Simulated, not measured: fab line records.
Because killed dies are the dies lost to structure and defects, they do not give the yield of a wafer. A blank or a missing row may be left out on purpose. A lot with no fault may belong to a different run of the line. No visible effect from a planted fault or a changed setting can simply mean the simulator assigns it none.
A struck lot beside a sound one || flow sky130 || 44 steps out of a route of 708
Sound: the wafers L305.3, L305.5, L305.6. Struck: wafer L314.6. (L314.2, L314.5 of the same lot were not struck and are left out.) The cause comes at the end.
Order at every step that has rows: each side's tool, ch and its chambers, its first start. Under that, the readings that differ: sound wafers || struck wafers || difference of the means || sigmas: that difference in standard deviations of wafers without a fault.
alike: readings whose means differ by less than 2 such deviations, and words and numbers that are the same on both sides. not compared: withheld readings, readings that some wafer has no value for, bounds like >300 that may hide the same value, and numbers for which the record gives no deviation and whose values overlap.
The two part at a step that has a row with sigmas, a row that says differs or no value, or rows on one side only. Numbers that don't overlap but have no deviation are shown without sigmas and don't part them. A reading missing from all wafers of one side parts the sides only when that side holds two or more wafers.

first, 2 steps without rows for these wafers: SKY_VIA3_CLEAN_18 (cleans in IPA, time 180 s); SKY_VIA3_CLEAN_19 (cleans in O3/DIW).
SKY_VIA3_SPUTTER_20: material TiN, target thk 20 nm, time 80 s.
  struck on pvd sputter-04, day 44 10:30; sound on pvd sputter-04, day 44 01:43
  alike: throttle valve pct
SKY_VIA3_CVD_21: deposits W, target thk 390 nm, time 117.31 s.
  sound on cvd w-02 ch 0,1, day 44 01:49; struck on cvd w-02 ch 0, day 44 10:34
  alike: heater power w, susceptor temp C
SKY_VIA3_RS_MEAS_22: measurement is done with a four-point probe.
  struck on film metro-03, day 44 10:42; sound on film metro-04, day 44 01:56
  alike: VIA3_W_RS
SKY_VIA3_THK_MEAS_23: measures by xrf.
  struck on film metro-03, day 44 10:49; sound on film metro-04, day 44 02:02
  alike: VIA3_W_THK
SKY_VIA3_CMP_24: polishes, stops on SiO2, t overpolish 20 s, target thk 0 nm.
  sound on cmp-01 ch 0,2,3, day 44 02:10; struck on cmp-01 ch 0, day 44 11:01
  alike: motor current A, overpolish run s, time to endpoint s
then, 5 steps without rows for these wafers: SKY_METAL4_SPUTTER_00 (material Ti, target thk 15 nm, time 10 s); SKY_METAL4_SPUTTER_01 (material TiN, target thk 20 nm, time 16.7 s); SKY_METAL4_SPUTTER_02 (material AlCu, target thk 735 nm, time 39.1 s); SKY_METAL4_SPUTTER_03 (material Ti, target thk 5 nm, time 3.3 s); SKY_METAL4_SPUTTER_04 (material TiN, target thk 70 nm, time 58.3 s).
SKY_CAP2M_CVD_00: deposits SiO2, target thk 15.5 nm.
  sound on pecvd-01 ch 0,1, day 44 02:32; struck on pecvd-01 ch 0, day 44 11:19
{"reading": "model.SiO2_of_CAP2M_CVD_00.thk nm (nm)", "sound": "15.31 15.57 15.91", "struck": 28.76, "difference": "+13.16", "sigmas": ""}
  alike: heater power w, rf fwd power W, susceptor temp C
SKY_CAP2M_THK_MEAS_01:
  struck on film metro-02, day 44 11:21; sound on film metro-04, day 44 02:34
{"reading": "CAP2M_CVD_00_THK (nm)", "sound": "15.30 15.61 15.94", "struck": 28.74, "difference": "+13.12", "sigmas": "+50"}
then, 1 step without rows for these wafers: SKY_CAP2M_SPUTTER_02 (material TiN, target thk 200 nm, time 166.7 s).
SKY_CAP2M_RS_MEAS_03: measurement is done with a four-point probe.
  struck on film metro-01, day 44 11:32; sound on film metro-01, day 44 02:46
  alike: CAP2M_TIN_RS
SKY_CAP2M_THK_MEAS_04: measures by xrf.
  struck on film metro-01, day 44 11:38; sound on film metro-01, day 44 02:52
  alike: CAP2M_TIN_THK
then, 7 steps without rows for these wafers: SKY_CAP2M_DEHYDRATE_05 (time 60 s); SKY_CAP2M_HMDS_06 (prime time 60 s); SKY_CAP2M_COAT_07 (resist thk 1140 nm); SKY_CAP2M_SOFTBAKE_08 (time 60 s); SKY_CAP2M_EXPOSE_09 (exposes mask CAP2M, target cd 1000 nm); SKY_CAP2M_PEB_10; SKY_CAP2M_DEVELOP_11 (develop time 60 s).
SKY_CAP2M_OVL_MEAS_12:
  struck on overlay-01, day 45 07:55; sound on overlay-02, day 44 23:43
  alike: CAP2M_OVL
then, 13 steps without rows for these wafers: SKY_CAP2M_METAL_ETCH_13 (etches TiN in Cl2/BCl3, stops on SiO2, target depth 220 nm, time 62.9 s); SKY_CAP2M_STRIP_14 (strips in O2/N2); SKY_CAP2M_STRIP_15 (strips in post etch residue remover, time 1200 s); SKY_CAP2M_CLEAN_16 (cleans in IPA, time 180 s); SKY_CAP2M_CLEAN_17 (cleans in O3/DIW); SKY_METAL4_DEHYDRATE_05 (time 60 s); SKY_METAL4_HMDS_06 (prime time 60 s); SKY_METAL4_COAT_07 (resist thk 60 nm); SKY_METAL4_COAT_08 (resist thk 1140 nm); SKY_METAL4_SOFTBAKE_09 (time 90 s); SKY_METAL4_EXPOSE_10 (exposes mask MM4, target cd 300 nm); SKY_METAL4_PEB_11; SKY_METAL4_DEVELOP_12 (develop time 60 s).
SKY_METAL4_CD_MEAS_13: target cd 300 nm.
  struck on cd sem-01, day 46 05:36; sound on cd sem-01, day 45 21:32
  alike: cd nm
SKY_METAL4_OVL_MEAS_14:
  struck on overlay-01, day 46 05:43; sound on overlay-01, day 45 21:38
  alike: METAL4_OVL
SKY_METAL4_DESCUM_15: chemistry O2, time 8 s.
  sound on rie metal-03 ch 0,1, day 45 21:40; struck on rie metal-03 ch 0, day 46 05:44
  alike: drypump motor current A, oes product au, rf fwd power W
  not compared: rf hours counter h
SKY_METAL4_ETCH_16: etches BARC in N2/H2, stops on SiO2, time 88.2 s, target depth 60 nm.
  sound on rie metal-03 ch 0,1, day 45 21:43; struck on rie metal-03 ch 0, day 46 05:46
  alike: bias w, drypump motor current A, oes product au, rf fwd power W, throttle valve pct
  not compared: rf hours counter h
SKY_METAL4_ETCH_17: etches SiO2 in C4F8/O2/Ar, stops on TiN, time 3.9 s, target depth 15 nm.
  sound on rie diel-03 ch 0,2,3, day 45 21:47; struck on rie diel-02 ch 3, day 46 05:52
{"reading": "oes product au (a.u.)", "sound": "0.741 0.759 0.766", "struck": 1.008, "difference": "+0.253", "sigmas": "+30"}
{"reading": "model.etch.depth nm (nm)", "sound": "15.31 15.57 15.91", "struck": 25.83, "difference": "+10.23", "sigmas": ""}
  alike: bias w, rf fwd power W
-- the record jumps here: 4 days lie between the struck wafers' starts before and after (it left off in module METAL4 and takes up again in module PAD_OPEN, whose first step shown is number 708 of the route) --
SKY_PAD_OPEN_PROBE_99:
  struck on prober-02, day 49 21:12; sound on prober-02, day 49 13:18
{"reading": "killed short", "sound": "36 39 33", "struck": 53, "difference": "+17", "sigmas": "+3"}
{"reading": "model.etest.tester.sort n pass", "sound": "405 422 406", "struck": 0, "difference": -411, "sigmas": ""}
{"reading": "model.etest.tester.sort yield pct (%)", "sound": "82.32 85.77 82.52", "struck": 0, "difference": -84, "sigmas": ""}
{"reading": "model.etest.tester.sort_bin_3_pct (%)", "sound": "0.813 0.813 1.016", "struck": 81.91, "difference": "+81.03", "sigmas": ""}
{"reading": "model.etest.li comb.over limit", "sound": "0 0 0", "struck": 1, "difference": "+1", "sigmas": ""}
{"reading": "model.etest.nfet_05v0_nvt.over limit", "sound": "0 0 0", "struck": 1, "difference": "+1", "sigmas": ""}
{"reading": "model.etest.field p.short", "sound": "0 0 0", "struck": 1, "difference": "+1", "sigmas": ""}
{"reading": "model.etest.nfet_01v8_swapped.short", "sound": "0 0 0", "struck": 1, "difference": "+1", "sigmas": ""}
{"reading": "model.etest.pfet_01v8_lvt.over limit", "sound": "0 0 0", "struck": 1, "difference": "+1", "sigmas": ""}
  alike: defect limited yield, killed_at_M0_to_M3, killed_at_M4_up, killed at contacts, killed at front end, killed at other, killed dies, killed on rim, killed open

## WHERE THEY PART
First at SKY_CAP2M_THK_MEAS_01; last, within this record, at SKY_PAD_OPEN_PROBE_99.

WHY: the cause the simulator had injected
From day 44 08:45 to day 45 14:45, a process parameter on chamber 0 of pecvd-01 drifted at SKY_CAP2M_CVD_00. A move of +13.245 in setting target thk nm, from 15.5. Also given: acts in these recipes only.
